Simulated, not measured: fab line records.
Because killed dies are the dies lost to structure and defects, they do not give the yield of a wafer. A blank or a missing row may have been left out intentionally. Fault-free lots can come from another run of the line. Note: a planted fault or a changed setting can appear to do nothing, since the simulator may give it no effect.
Which tool did it? / flow gf180mcu / 36 wafers from 12 lots sampled at 4 of the route's 602 steps

## WHAT THE GAUGES READ, wafer by wafer
GF_V4_THK_MEAS_01.
lot=L075; measured=day 23 15:23; on=film metro-04; V4_CVD_00_THK (nm)=605 602 591
lot=L077; measured=day 24 10:31; on=film metro-04; V4_CVD_00_THK (nm)=601 598 599
lot=L079; measured=day 25 04:58; on=film metro-03; V4_CVD_00_THK (nm)=587 595 583
lot=L081; measured=day 26 01:04; on=film metro-04; V4_CVD_00_THK (nm)=593 604 602
lot=L082; measured=day 26 14:27; on=film metro-03; V4_CVD_00_THK (nm)=604 602 606
lot=L085; measured=day 27 16:30; on=film metro-03; V4_CVD_00_THK (nm)=597 583 582
lot=L087; measured=day 28 01:49; on=film metro-01; V4_CVD_00_THK (nm)=611 606 612
lot=L089; measured=day 28 17:49; on=film metro-01; V4_CVD_00_THK (nm)=607 596 612
lot=L091; measured=day 28 23:17; on=film metro-03; V4_CVD_00_THK (nm)=613 597 603
lot=L093; measured=day 29 11:03; on=film metro-01; V4_CVD_00_THK (nm)=597 607 602
lot=L095; measured=day 30 01:59; on=film metro-01; V4_CVD_00_THK (nm)=600 597 599
lot=L097; measured=day 30 12:11; on=film metro-03; V4_CVD_00_THK (nm)=608 597 591

## WHICH TOOL RAN EACH LOT (tool, then ch and the chambers of the sampled wafers, then the start)
lot=L075; GF_V1_ETCH_17=rie diel-03 ch 1,2, day 20 13:10 or earlier; GF_V2_CMP_26=cmp-01 ch 0,3, day 20 13:10; GF_V3_CVD_02=pecvd-01 ch 0,1,2, day 21 14:23
lot=L077; GF_V1_ETCH_17=rie diel-03 ch 0,1,3, day 21 08:14 or earlier; GF_V2_CMP_26=cmp-01 ch 1,3, day 21 08:14; GF_V3_CVD_02=pecvd-02 ch 1,2, day 22 09:15
lot=L079; GF_V1_ETCH_17=rie diel-01 ch 0,1,3, day 22 05:11 or earlier; GF_V2_CMP_26=cmp-02 ch 0,1,2, day 22 05:11; GF_V3_CVD_02=pecvd-04 ch 1,2, day 23 06:08
lot=L081; GF_V1_ETCH_17=rie diel-01 ch 0,2, day 23 02:32 or earlier; GF_V2_CMP_26=cmp-01 ch 2,3, day 23 02:32; GF_V3_CVD_02=pecvd-04 ch 0,2, day 24 02:23
lot=L082; GF_V1_ETCH_17=rie diel-03 ch 0,3, day 23 17:11 or earlier; GF_V2_CMP_26=cmp-01 ch 1,2,3, day 23 17:11; GF_V3_CVD_02=pecvd-02 ch 0,1, day 24 16:28
lot=L085; GF_V1_ETCH_17=rie diel-01 ch 1,3, day 24 20:47 or earlier; GF_V2_CMP_26=cmp-01 ch 0,1,2, day 24 20:47; GF_V3_CVD_02=pecvd-04 ch 0,1,2, day 25 20:22
lot=L087; GF_V1_ETCH_17=rie diel-01 ch 1,3, day 25 07:26 or earlier; GF_V2_CMP_26=cmp-01 ch 0,2,3, day 25 07:26; GF_V3_CVD_02=pecvd-02 ch 0,1, day 26 05:33
lot=L089; GF_V1_ETCH_17=rie diel-01 ch 0,2, day 26 01:34 or earlier; GF_V2_CMP_26=cmp-01 ch 0,2, day 26 01:34; GF_V3_CVD_02=pecvd-02 ch 0,2, day 26 23:07
lot=L091; GF_V1_ETCH_17=rie diel-01 ch 0,3, day 26 07:16 or earlier; GF_V2_CMP_26=cmp-01 ch 0,2, day 26 07:16; GF_V3_CVD_02=pecvd-02 ch 0,1, day 27 05:13
lot=L093; GF_V1_ETCH_17=rie diel-01 ch 1,2,3, day 26 18:56 or earlier; GF_V2_CMP_26=cmp-02 ch 0,1,2, day 26 18:56; GF_V3_CVD_02=pecvd-01 ch 0,1, day 27 16:44
lot=L095; GF_V1_ETCH_17=rie diel-03 ch 1,2,3, day 27 11:13 or earlier; GF_V2_CMP_26=cmp-01 ch 1,2,3, day 27 11:13; GF_V3_CVD_02=pecvd-01 ch 0,1, day 28 08:37
lot=L097; GF_V1_ETCH_17=rie diel-04 ch 0,2,3, day 28 00:38 or earlier; GF_V2_CMP_26=cmp-01 ch 0,3, day 28 00:38; GF_V3_CVD_02=pecvd-02 ch 0,1,2, day 28 21:13
- GF_V1_ETCH_17: etches SiO2 in C4F8/O2/Ar, stops on TiN, target depth 630 nm.
- GF_V2_CMP_26: polishes, stops on SiO2, t overpolish 15 s, target thk 0 nm.
- GF_V3_CVD_02: deposits SiO2 from TEOS, target thk 850 nm, time 94.851 s.

## THE ANSWER, worked out from the rows above alone
Rule: what is usual is taken from the lots themselves. The widest of any qualifying gaps counts: lots, ordered by their means at a reading, are off when they make up no more than a third of the lots, leave a main group of 4 or more, and stand apart from it by 3 or more times the standard deviation of that group's means. A main group whose means are all the same, to the digits that the tables above print for the reading, isn't used. A lot without any number at a reading at which 4 lots or more have one is off too. Any other lot the step has rows for is counted as sound.
None of the lots is off at any reading shown; this tells nothing.

## WHAT WAS PUT IN BY THE SIMULATOR
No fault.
